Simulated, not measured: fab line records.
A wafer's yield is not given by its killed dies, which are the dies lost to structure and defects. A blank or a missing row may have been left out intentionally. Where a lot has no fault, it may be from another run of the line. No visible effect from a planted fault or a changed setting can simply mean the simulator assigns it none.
Which of the tools did it?    flow sky130    14 lots, 42 wafers sampled, at 4 steps of a route of 708

WHAT EACH GAUGE READ, for each wafer
SKY_VIA1_OVL_MEAS_13. Usual: VIA1_OVL gives -1 nm (standard deviation 5.6).
lot   measured      on          VIA1_OVL (nm)  flag
L172  day 34 07:19  overlay-01  -14 -5 -6      
L174  day 34 21:04  overlay-01  1 -9 -8        
L175  day 35 06:28  overlay-02  0 -2 -5        
L179  day 36 14:01  overlay-01  -9 -2 -1       
L180  day 36 23:46  overlay-01  0 5 3          
L184  day 38 00:28  overlay-02  -3 -6 0        
L185  day 38 07:28  overlay-01  -9 -12 -8      
L187  day 38 20:46  overlay-02  -1 0 -2        
L189  day 39 06:16  overlay-01  4 -5 6         
L190  day 39 20:55  overlay-02  -6 -1 -6       
L191  day 40 06:22  overlay-02  4 4 1          
L192  day 40 07:13  overlay-01  0 6 -6         
L194  day 40 20:56  overlay-02  -3 -4 -4       
L195  day 41 04:07  overlay-02  -9 -7 -1       

EACH LOT AND THE TOOL THAT RAN IT (in order: tool; ch and the chambers of the sampled wafers; start)
lot   SKY_METAL1_DESCUM_17               SKY_METAL1_METAL_ETCH_19           SKY_METAL1_STRIP_20
L172  rie-metal-04 ch 0,1, day 33 03:12  rie-metal-04 ch 0,1, day 33 03:18  plasma-asher-03 ch 0,1, day 33 03:23
L174  rie-metal-03 ch 0, day 33 16:54    rie-metal-03 ch 0, day 33 17:05    plasma-asher-04 ch 0,1, day 33 17:16
L175  rie-metal-01 ch 0,1, day 34 02:24  rie-metal-01 ch 0,1, day 34 02:30  plasma-asher-03 ch 0,1, day 34 02:35
L179  rie-metal-01 ch 1, day 35 10:07    rie-metal-01 ch 1, day 35 10:19    plasma-asher-02 ch 0, day 35 10:28
L180  rie-metal-01 ch 1, day 35 19:30    rie-metal-01 ch 1, day 35 19:41    plasma-asher-04 ch 0,1, day 35 19:52
L184  rie-metal-01 ch 0,1, day 36 21:21  rie-metal-01 ch 0,1, day 36 21:27  plasma-asher-03 ch 1, day 36 21:32
L185  rie-metal-03 ch 0,1, day 37 04:06  rie-metal-03 ch 0,1, day 37 04:12  plasma-asher-04 ch 0,1, day 37 04:17
L187  rie-metal-04 ch 0,1, day 37 16:55  rie-metal-04 ch 0,1, day 37 17:01  plasma-asher-04 ch 0,1, day 37 17:06
L189  rie-metal-04 ch 0,1, day 38 02:54  rie-metal-04 ch 0,1, day 38 03:00  plasma-asher-02 ch 0,1, day 38 03:05
L190  rie-metal-03 ch 0,1, day 38 18:30  rie-metal-03 ch 0,1, day 38 18:36  plasma-asher-04 ch 0,1, day 38 18:41
L191  rie-metal-03 ch 0,1, day 39 03:57  rie-metal-03 ch 0,1, day 39 04:03  plasma-asher-02 ch 0,1, day 39 04:08
L192  rie-metal-01 ch 1, day 39 05:07    rie-metal-01 ch 1, day 39 05:19    plasma-asher-02 ch 0,1, day 39 05:28
L194  rie-metal-01 ch 0,1, day 39 19:13  rie-metal-01 ch 0,1, day 39 19:22  plasma-asher-04 ch 0,1, day 39 19:29
L195  rie-metal-01 ch 0,1, day 40 02:16  rie-metal-01 ch 0,1, day 40 02:22  plasma-asher-04 ch 0,1, day 40 02:27
- SKY_METAL1_DESCUM_17: chemistry O2, time 8 s.
- SKY_METAL1_METAL_ETCH_19: etches the open film in Cl2/BCl3, stops on SiO2, target depth 360 nm, time 78 s.
- SKY_METAL1_STRIP_20: strips in O2/N2.

AS READ BY THE TOOLS THEMSELVES (means over the sampled wafers that have a number; for cases with no such wafer, the mark the record gives instead)
SKY_METAL1_DESCUM_17. Usual: drypump-motor-current-A 5.9 A, standard deviation 0.31; oes-product-au 1.017 a.u., standard deviation 0.015.
lot   tool          drypump-motor-current-A (A)  oes-product-au (a.u.)  flag
L172  rie-metal-04  5.7                          1.009                  
L174  rie-metal-03  5.9                          1.026                  
L175  rie-metal-01  5.7                          1.002                  
L179  rie-metal-01  5.5                          1.010                  
L180  rie-metal-01  5.5                          1.007                  
L184  rie-metal-01  5.7                          1.004                  
L185  rie-metal-03  6.1                          1.027                  
L187  rie-metal-04  5.8                          1.024                  
L189  rie-metal-04  5.8                          1.020                  
L190  rie-metal-03  6.1                          1.034                  
L191  rie-metal-03  6.1                          1.030                  
L192  rie-metal-01  5.5                          1.015                  
L194  rie-metal-01  5.7                          1.003                  
L195  rie-metal-01  5.7                          1.004                  

SKY_METAL1_METAL_ETCH_19. Usual: drypump-motor-current-A 5.9 A, standard deviation 0.31; oes-product-au 0.854 a.u., standard deviation 0.0069; throttle-valve-pct 22.264 %, standard deviation 0.0093.
lot   tool          drypump-motor-current-A (A)  oes-product-au (a.u.)  throttle-valve-pct (%)  flag
L172  rie-metal-04  5.7                          0.853                  22.267                  
L174  rie-metal-03  5.9                          0.861                  22.261                  
L175  rie-metal-01  5.7                          0.857                  22.266                  
L179  rie-metal-01  5.5                          0.849                  22.270                  
L180  rie-metal-01  5.5                          0.856                  22.262                  
L184  rie-metal-01  5.7                          0.845                  22.263                  
L185  rie-metal-03  6.1                          0.852                  22.261                  
L187  rie-metal-04  5.8                          0.847                  22.267                  
L189  rie-metal-04  5.8                          0.858                  22.254                  
L190  rie-metal-03  6.1                          0.856                  22.269                  
L191  rie-metal-03  6.1                          0.855                  22.264                  
L192  rie-metal-01  5.5                          0.854                  22.264                  
L194  rie-metal-01  5.7                          0.847                  22.273                  
L195  rie-metal-01  5.7                          0.849                  22.264                  

SKY_METAL1_STRIP_20. Usual: drypump-motor-current-A 5.5 A, standard deviation 0.53; oes-product-au 0.340 a.u., standard deviation 0.0053; strip-time-to-endpoint-s 2.61 s, standard deviation 0.072.
lot   tool             drypump-motor-current-A (A)  oes-product-au (a.u.)  strip-time-to-endpoint-s (s)  flag
L172  plasma-asher-03  6.0                          0.342                  2.63                          
L174  plasma-asher-04  5.2                          0.338                  2.60                          
L175  plasma-asher-03  6.1                          0.344                  2.71                          
L179  plasma-asher-02  5.2                          0.348                  2.65                          
L180  plasma-asher-04  5.7                          0.358                  3.00                          OFF
L184  plasma-asher-03  6.0                          0.360                  3.00                          OFF
L185  plasma-asher-04  5.2                          0.337                  2.53                          
L187  plasma-asher-04  5.7                          0.342                  2.61                          
L189  plasma-asher-02  5.1                          0.345                  2.61                          
L190  plasma-asher-04  5.7                          0.335                  2.51                          
L191  plasma-asher-02  5.1                          0.334                  2.54                          
L192  plasma-asher-02  5.2                          0.339                  2.64                          
L194  plasma-asher-04  5.2                          0.342                  2.68                          
L195  plasma-asher-04  5.7                          0.337                  2.63                          

THE ANSWER, worked out from the rows above alone
Rule: take the mean of a lot's wafers that have a number; if it is more than 3 standard deviations from the usual mean, the lot is off. Also off: a lot with no number at a reading for which 4 or more lots have one. Where the step has rows for the other lots, those lots are counted as sound. First the gauges in route order, then the tools' own readings, where a lot's mean is used as printed above. The first step at which some lot is off is used, and at that step the reading that is off furthest; a lot without a number counts as furthest.
Off: L180, L184, at SKY_METAL1_STRIP_20 (strip-time-to-endpoint-s).
If a tool, at that step or one of the process steps before it, ran each lot that is off and ran no sound lot following the first of them, it fits. Of those tried, none fits.

WHAT HAD BEEN PUT IN BY THE SIMULATOR
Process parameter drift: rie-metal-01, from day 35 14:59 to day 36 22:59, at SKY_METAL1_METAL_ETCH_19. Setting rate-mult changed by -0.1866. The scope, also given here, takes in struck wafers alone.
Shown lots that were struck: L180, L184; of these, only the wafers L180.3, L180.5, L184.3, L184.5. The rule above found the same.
